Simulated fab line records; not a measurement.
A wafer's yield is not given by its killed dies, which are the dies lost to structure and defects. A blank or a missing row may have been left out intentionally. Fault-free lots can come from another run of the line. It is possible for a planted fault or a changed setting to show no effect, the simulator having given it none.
Which tool did it? :: flow sky130 :: 39 wafers from 13 lots sampled at 4 of the route's 708 steps

== WHAT EACH GAUGE READ, for each wafer ==
SKY_LDD_N_OVL_MEAS_07. Usual: LDD_N_OVL typically reads -0.6 nm, with standard deviation 1.3.
lot: L581
measured: day 17 05:41
on: overlay-01
LDD_N_OVL (nm): -0.8 -1.1 0.4
flag: 

lot: L583
measured: day 18 04:40
on: overlay-02
LDD_N_OVL (nm): 0.5 -1.2 0.6
flag: 

lot: L584
measured: day 18 12:56
on: overlay-01
LDD_N_OVL (nm): 0.7 -1.4 -0.2
flag: 

lot: L585
measured: day 19 02:02
on: overlay-02
LDD_N_OVL (nm): -1.2 -0.6 -0.9
flag: 

lot: L586
measured: day 19 17:04
on: overlay-01
LDD_N_OVL (nm): -2.0 -0.7 -2.1
flag: 

lot: L588
measured: day 20 17:05
on: overlay-02
LDD_N_OVL (nm): 0.3 0.0 0.3
flag: 

lot: L589
measured: day 20 16:07
on: overlay-01
LDD_N_OVL (nm): -2.5 -1.4 -2.9
flag: 

lot: L596
measured: day 23 05:34
on: overlay-01
LDD_N_OVL (nm): 0.0 -1.1 0.1
flag: 

lot: L597
measured: day 23 17:05
on: overlay-01
LDD_N_OVL (nm): -3.1 -3.6 -2.7
flag: 

lot: L598
measured: day 23 23:46
on: overlay-02
LDD_N_OVL (nm): 0.5 -0.1 -0.6
flag: 

lot: L600
measured: day 24 09:23
on: overlay-01
LDD_N_OVL (nm): 1.6 -1.3 -0.3
flag: 

lot: L602
measured: day 24 20:28
on: overlay-01
LDD_N_OVL (nm): 0.7 -1.0 0.2
flag: 

lot: L604
measured: day 27 00:58
on: overlay-01
LDD_N_OVL (nm): -0.4 0.5 -2.3
flag: 

SKY_SD_N_RS_MEAS_17: measures by four-point-probe. Usual: SD_P_RS typically reads 147.0 ohm/sq, with standard deviation 0.35.
lot: L581
measured: day 27 09:08
on: film-metro-03
SD_P_RS (ohm/sq): 146.7 147.0 147.3
flag: 

lot: L583
measured: day 28 10:01
on: film-metro-04
SD_P_RS (ohm/sq): 147.3 146.7 146.4
flag: 

lot: L584
measured: day 28 17:59
on: film-metro-04
SD_P_RS (ohm/sq): 146.4 147.0 146.7
flag: 

lot: L585
measured: day 29 04:32
on: film-metro-03
SD_P_RS (ohm/sq): 147.6 147.0 147.5
flag: 

lot: L586
measured: day 29 17:03
on: film-metro-02
SD_P_RS (ohm/sq): 146.8 146.5 146.4
flag: 

lot: L588
measured: day 30 16:17
on: film-metro-03
SD_P_RS (ohm/sq): 146.4 146.6 146.2
flag: 

lot: L589
measured: day 30 14:46
on: film-metro-02
SD_P_RS (ohm/sq): 146.9 147.5 147.2
flag: 

lot: L596
measured: day 32 22:48
on: film-metro-03
SD_P_RS (ohm/sq): 147.3 147.0 146.9
flag: 

lot: L597
measured: day 33 11:16
on: film-metro-03
SD_P_RS (ohm/sq): 147.2 146.8 146.9
flag: 

lot: L598
measured: day 33 14:58
on: film-metro-02
SD_P_RS (ohm/sq): 147.2 146.6 146.9
flag: 

lot: L600
measured: day 34 01:48
on: film-metro-04
SD_P_RS (ohm/sq): 147.3 146.7 147.1
flag: 

lot: L602
measured: day 34 11:40
on: film-metro-04
SD_P_RS (ohm/sq): 146.5 147.1 147.2
flag: 

lot: L604
measured: day 36 08:56
on: film-metro-03
SD_P_RS (ohm/sq): 147.1 147.2 147.5
flag: 

SKY_LI_CONTACT_BOW_MEAS_03. Usual: LI_CONTACT_BOW typically reads 56 um, with standard deviation 6.9.
lot: L581
measured: day 27 09:52
on: film-metro-03
LI_CONTACT_BOW (um): 56 57 60
flag: 

lot: L583
measured: day 28 10:44
on: film-metro-02
LI_CONTACT_BOW (um): 55 53 57
flag: 

lot: L584
measured: day 28 18:43
on: film-metro-03
LI_CONTACT_BOW (um): 53 54 53
flag: 

lot: L585
measured: day 29 05:17
on: film-metro-03
LI_CONTACT_BOW (um): 53 53 47
flag: 

lot: L586
measured: day 29 17:46
on: film-metro-02
LI_CONTACT_BOW (um): 62 67 77
flag: 

lot: L588
measured: day 30 17:02
on: film-metro-03
LI_CONTACT_BOW (um): 66 44 56
flag: 

lot: L589
measured: day 30 15:29
on: film-metro-02
LI_CONTACT_BOW (um): 53 57 52
flag: 

lot: L596
measured: day 32 23:31
on: film-metro-02
LI_CONTACT_BOW (um): 59 55 51
flag: 

lot: L597
measured: day 33 11:59
on: film-metro-03
LI_CONTACT_BOW (um): 43 49 51
flag: 

lot: L598
measured: day 33 15:43
on: film-metro-02
LI_CONTACT_BOW (um): 48 54 59
flag: 

lot: L600
measured: day 34 02:31
on: film-metro-04
LI_CONTACT_BOW (um): 45 59 52
flag: 

lot: L602
measured: day 34 12:23
on: film-metro-04
LI_CONTACT_BOW (um): 52 63 57
flag: 

lot: L604
measured: day 36 09:39
on: film-metro-03
LI_CONTACT_BOW (um): 44 67 61
flag: 

== TOOL THAT RAN EACH LOT (tool first, then ch and the chambers of the sampled wafers, then the start) ==
lot: L581
SKY_SONOS_ONO_ETCH_15: rie-diel-03 ch 1,2, day 12 09:40

lot: L583
SKY_SONOS_ONO_ETCH_15: rie-diel-02 ch 2,3, day 13 05:15

lot: L584
SKY_SONOS_ONO_ETCH_15: rie-diel-04 ch 0,1, day 13 14:58

lot: L585
SKY_SONOS_ONO_ETCH_15: rie-diel-03 ch 2,3, day 14 00:10

lot: L586
SKY_SONOS_ONO_ETCH_15: rie-diel-04 ch 0,1,3, day 14 08:31

lot: L588
SKY_SONOS_ONO_ETCH_15: rie-diel-03 ch 0,2, day 15 09:22

lot: L589
SKY_SONOS_ONO_ETCH_15: rie-diel-04 ch 0,1,2, day 15 09:40

lot: L596
SKY_SONOS_ONO_ETCH_15: rie-diel-04 ch 1,3, day 17 19:13

lot: L597
SKY_SONOS_ONO_ETCH_15: rie-diel-04 ch 0,1,2, day 18 06:43

lot: L598
SKY_SONOS_ONO_ETCH_15: rie-diel-03 ch 1,3, day 18 13:41

lot: L600
SKY_SONOS_ONO_ETCH_15: rie-diel-02 ch 0,1, day 18 23:46

lot: L602
SKY_SONOS_ONO_ETCH_15: rie-diel-03 ch 0,3, day 19 12:52

lot: L604
SKY_SONOS_ONO_ETCH_15: rie-diel-04 ch 0,1, day 20 14:53
- SKY_SONOS_ONO_ETCH_15: etches the open film in CHF3/O2, target depth 19.52 nm, time 7.8 s.

== WHAT THE TOOLS THEMSELVES READ (means of the sampled wafers that have a number; where no wafer has one, the mark that the record gives instead) ==
SKY_SONOS_ONO_ETCH_15. Usual: chamber-pressure-mTorr 40.00 mTorr, standard deviation 0.035; drypump-motor-current-A 5.9 A, standard deviation 0.35; oes-product-au 0.999 a.u., standard deviation 0.01; rf-fwd-power-W 587 W, standard deviation 3.4; throttle-valve-pct 8.824 %, standard deviation 0.0095.
lot: L581
tool: rie-diel-03
chamber-pressure-mTorr (mTorr): 40.01
drypump-motor-current-A (A): 5.9
oes-product-au (a.u.): 0.996
rf-fwd-power-W (W): 588
throttle-valve-pct (%): 8.822
flag: 

lot: L583
tool: rie-diel-02
chamber-pressure-mTorr (mTorr): 39.96
drypump-motor-current-A (A): 5.5
oes-product-au (a.u.): 1.000
rf-fwd-power-W (W): 590
throttle-valve-pct (%): 8.834
flag: 

lot: L584
tool: rie-diel-04
chamber-pressure-mTorr (mTorr): 39.98
drypump-motor-current-A (A): 6.0
oes-product-au (a.u.): 0.995
rf-fwd-power-W (W): 585
throttle-valve-pct (%): 8.827
flag: 

lot: L585
tool: rie-diel-03
chamber-pressure-mTorr (mTorr): 39.98
drypump-motor-current-A (A): 5.9
oes-product-au (a.u.): 0.999
rf-fwd-power-W (W): 587
throttle-valve-pct (%): 8.819
flag: 

lot: L586
tool: rie-diel-04
chamber-pressure-mTorr (mTorr): 39.99
drypump-motor-current-A (A): 6.1
oes-product-au (a.u.): 0.990
rf-fwd-power-W (W): 589
throttle-valve-pct (%): 8.824
flag: 

lot: L588
tool: rie-diel-03
chamber-pressure-mTorr (mTorr): 39.97
drypump-motor-current-A (A): 5.7
oes-product-au (a.u.): 1.015
rf-fwd-power-W (W): 586
throttle-valve-pct (%): 8.825
flag: 

lot: L589
tool: rie-diel-04
chamber-pressure-mTorr (mTorr): 39.98
drypump-motor-current-A (A): 6.1
oes-product-au (a.u.): 0.987
rf-fwd-power-W (W): 585
throttle-valve-pct (%): 8.826
flag: 

lot: L596
tool: rie-diel-04
chamber-pressure-mTorr (mTorr): 40.02
drypump-motor-current-A (A): 6.1
oes-product-au (a.u.): 0.958
rf-fwd-power-W (W): 495
throttle-valve-pct (%): 8.808
flag: OFF

lot: L597
tool: rie-diel-04
chamber-pressure-mTorr (mTorr): 40.02
drypump-motor-current-A (A): 6.1
oes-product-au (a.u.): 0.957
rf-fwd-power-W (W): 489
throttle-valve-pct (%): 8.815
flag: OFF

lot: L598
tool: rie-diel-03
chamber-pressure-mTorr (mTorr): 39.99
drypump-motor-current-A (A): 5.8
oes-product-au (a.u.): 0.995
rf-fwd-power-W (W): 589
throttle-valve-pct (%): 8.827
flag: 

lot: L600
tool: rie-diel-02
chamber-pressure-mTorr (mTorr): 40.01
drypump-motor-current-A (A): 5.6
oes-product-au (a.u.): 0.996
rf-fwd-power-W (W): 586
throttle-valve-pct (%): 8.817
flag: 

lot: L602
tool: rie-diel-03
chamber-pressure-mTorr (mTorr): 40.01
drypump-motor-current-A (A): 5.6
oes-product-au (a.u.): 1.013
rf-fwd-power-W (W): 586
throttle-valve-pct (%): 8.824
flag: 

lot: L604
tool: rie-diel-04
chamber-pressure-mTorr (mTorr): 39.98
drypump-motor-current-A (A): 6.0
oes-product-au (a.u.): 0.989
rf-fwd-power-W (W): 587
throttle-valve-pct (%): 8.819
flag: 

== THE ANSWER, worked out from the rows above alone ==
Rule: lot off if the mean of its wafers having a number is beyond 3 standard deviations from the usual mean. Also off: a lot with no number at a reading for which 4 or more lots have one. Where the step has rows for the other lots, those lots are counted as sound. The gauges are gone through in route order, then the tools' own readings, and for those a lot's mean is taken as printed above. At the first step where some lot is off, the reading lying furthest off is the one used; lots without a number count as furthest.
Off: L596, L597 (SKY_SONOS_ONO_ETCH_15, rf-fwd-power-W).
If a tool, at that step or one of the process steps before it, ran each lot that is off and ran no sound lot following the first of them, it fits. Of those tried, none fits.

== WHAT THE SIMULATOR HAD INSERTED ==
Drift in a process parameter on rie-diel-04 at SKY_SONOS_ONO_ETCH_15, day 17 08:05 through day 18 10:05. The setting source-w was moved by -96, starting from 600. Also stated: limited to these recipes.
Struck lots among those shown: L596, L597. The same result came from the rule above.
